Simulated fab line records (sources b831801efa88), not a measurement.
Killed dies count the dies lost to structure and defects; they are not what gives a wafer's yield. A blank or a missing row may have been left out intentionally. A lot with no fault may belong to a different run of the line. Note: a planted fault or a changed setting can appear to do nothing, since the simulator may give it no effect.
The tool behind it: which one? / flow sky130 / 12 lots, 34 wafers sampled, at 2 steps of a route of 708

WHAT THE GAUGES READ, wafer by wafer
The record lacks any reading of a measuring or inspecting step that a usual standard deviation could be used to judge.

WHICH TOOL RAN EACH LOT (tool, then ch and the chambers of the sampled wafers, then the start)
lot=L334; SKY_CONTACT_CMP_27=cmp-02 ch 0,1, day 31 17:15; SKY_PAD_OPEN_PROBE_99=-
lot=L336; SKY_CONTACT_CMP_27=cmp-01 ch 1,2,3, day 32 06:17; SKY_PAD_OPEN_PROBE_99=-
lot=L335; SKY_CONTACT_CMP_27=cmp-02 ch 0,3, day 32 12:20; SKY_PAD_OPEN_PROBE_99=-
lot=L337; SKY_CONTACT_CMP_27=cmp-02 ch 1,3, day 32 15:37; SKY_PAD_OPEN_PROBE_99=-
lot=L338; SKY_CONTACT_CMP_27=cmp-01 ch 0,1,3, day 32 23:31; SKY_PAD_OPEN_PROBE_99=-
lot=L345; SKY_CONTACT_CMP_27=cmp-01 ch 1, day 35 08:06; SKY_PAD_OPEN_PROBE_99=prober-01, day 48 16:52
lot=L346; SKY_CONTACT_CMP_27=cmp-01 ch 1,3, day 35 20:35; SKY_PAD_OPEN_PROBE_99=prober-02, day 49 03:14
lot=L347; SKY_CONTACT_CMP_27=cmp-01 ch 0,1,3, day 36 02:02; SKY_PAD_OPEN_PROBE_99=prober-01, day 49 07:35
lot=L349; SKY_CONTACT_CMP_27=cmp-02 ch 0,3, day 36 18:29; SKY_PAD_OPEN_PROBE_99=-
lot=L350; SKY_CONTACT_CMP_27=cmp-02 ch 2,3, day 36 20:50; SKY_PAD_OPEN_PROBE_99=-
lot=L352; SKY_CONTACT_CMP_27=cmp-02 ch 1,2, day 38 02:44; SKY_PAD_OPEN_PROBE_99=-
lot=L357; SKY_CONTACT_CMP_27=cmp-01 ch 0,1,3, day 38 20:36; SKY_PAD_OPEN_PROBE_99=-
- SKY_CONTACT_CMP_27: polishes, stops on SiO2, t overpolish 15 s, target thk 0 nm.
- SKY_PAD_OPEN_PROBE_99

WHAT THE TOOLS THEMSELVES READ (means of the sampled wafers that have a number; where no wafer has one, the mark that the record gives instead)
SKY_CONTACT_CMP_27.
lot=L334; tool=cmp-02; motor-current-A (A)=11.6; overpolish-run-s (s)=15.001; time-to-endpoint-s (s)=82
lot=L336; tool=cmp-01; motor-current-A (A)=11.3; overpolish-run-s (s)=15.001; time-to-endpoint-s (s)=86
lot=L335; tool=cmp-02; motor-current-A (A)=12.7; overpolish-run-s (s)=15.015; time-to-endpoint-s (s)=83
lot=L337; tool=cmp-02; motor-current-A (A)=11.6; overpolish-run-s (s)=15.002; time-to-endpoint-s (s)=83
lot=L338; tool=cmp-01; motor-current-A (A)=11.1; overpolish-run-s (s)=14.995; time-to-endpoint-s (s)=83
lot=L345; tool=cmp-01; motor-current-A (A)=11.8; overpolish-run-s (s)=7.513; time-to-endpoint-s (s)=106
lot=L346; tool=cmp-01; motor-current-A (A)=11.6; overpolish-run-s (s)=7.520; time-to-endpoint-s (s)=104
lot=L347; tool=cmp-01; motor-current-A (A)=11.2; overpolish-run-s (s)=5.032; time-to-endpoint-s (s)=110
lot=L349; tool=cmp-02; motor-current-A (A)=12.2; overpolish-run-s (s)=15.006; time-to-endpoint-s (s)=81
lot=L350; tool=cmp-02; motor-current-A (A)=11.0; overpolish-run-s (s)=14.996; time-to-endpoint-s (s)=84
lot=L352; tool=cmp-02; motor-current-A (A)=10.9; overpolish-run-s (s)=15.003; time-to-endpoint-s (s)=81
lot=L357; tool=cmp-01; motor-current-A (A)=11.0; overpolish-run-s (s)=14.995; time-to-endpoint-s (s)=81

SKY_PAD_OPEN_PROBE_99.
lot=L345 tool=prober-01 killed_at_M0_to_M3=38 killed_at_M4_up=1.5 killed-at-contacts=230 killed-at-front-end=15 killed-at-other=0.0 killed-dies=285 killed-on-rim=54 killed-open=42 killed-short=40
lot=L346 tool=prober-02 killed_at_M0_to_M3=49 killed_at_M4_up=4.0 killed-at-contacts=227 killed-at-front-end=10 killed-at-other=2.0 killed-dies=292 killed-on-rim=58 killed-open=55 killed-short=36
lot=L347 tool=prober-01 killed_at_M0_to_M3=48 killed_at_M4_up=3.3 killed-at-contacts=289 killed-at-front-end=18 killed-at-other=1.3 killed-dies=360 killed-on-rim=72 killed-open=54 killed-short=39

THE ANSWER, worked out from the rows above alone
Rule: usual is defined by the lots themselves. The widest of any qualifying gaps counts: lots, ordered by their means at a reading, are off when they make up no more than a third of the lots, leave a main group of 4 or more, and stand apart from it by 3 or more times the standard deviation of that group's means. The tables above print the reading to a certain number of digits; a main group whose means all agree to those digits is not used. A lot without any number at a reading at which 4 lots or more have one is off too. Any other lot the step has rows for is counted as sound. The gauges are gone through in route order, then the tools' own readings, and for those a lot's mean is taken as printed above. The first step at which some lot is off is used, and at that step the reading that is off furthest; a lot without a number counts as furthest.
Off: L345, L346, L347, at SKY_CONTACT_CMP_27 (overpolish-run-s). The main group has a mean of 15.002 s with a standard deviation of 0.006.
A tool fits if, at that step or a process step before it, it ran every lot that is off, and no sound lot after the first of them. Not one of the candidates tried fits.

WHAT THE SIMULATOR HAD PUT IN
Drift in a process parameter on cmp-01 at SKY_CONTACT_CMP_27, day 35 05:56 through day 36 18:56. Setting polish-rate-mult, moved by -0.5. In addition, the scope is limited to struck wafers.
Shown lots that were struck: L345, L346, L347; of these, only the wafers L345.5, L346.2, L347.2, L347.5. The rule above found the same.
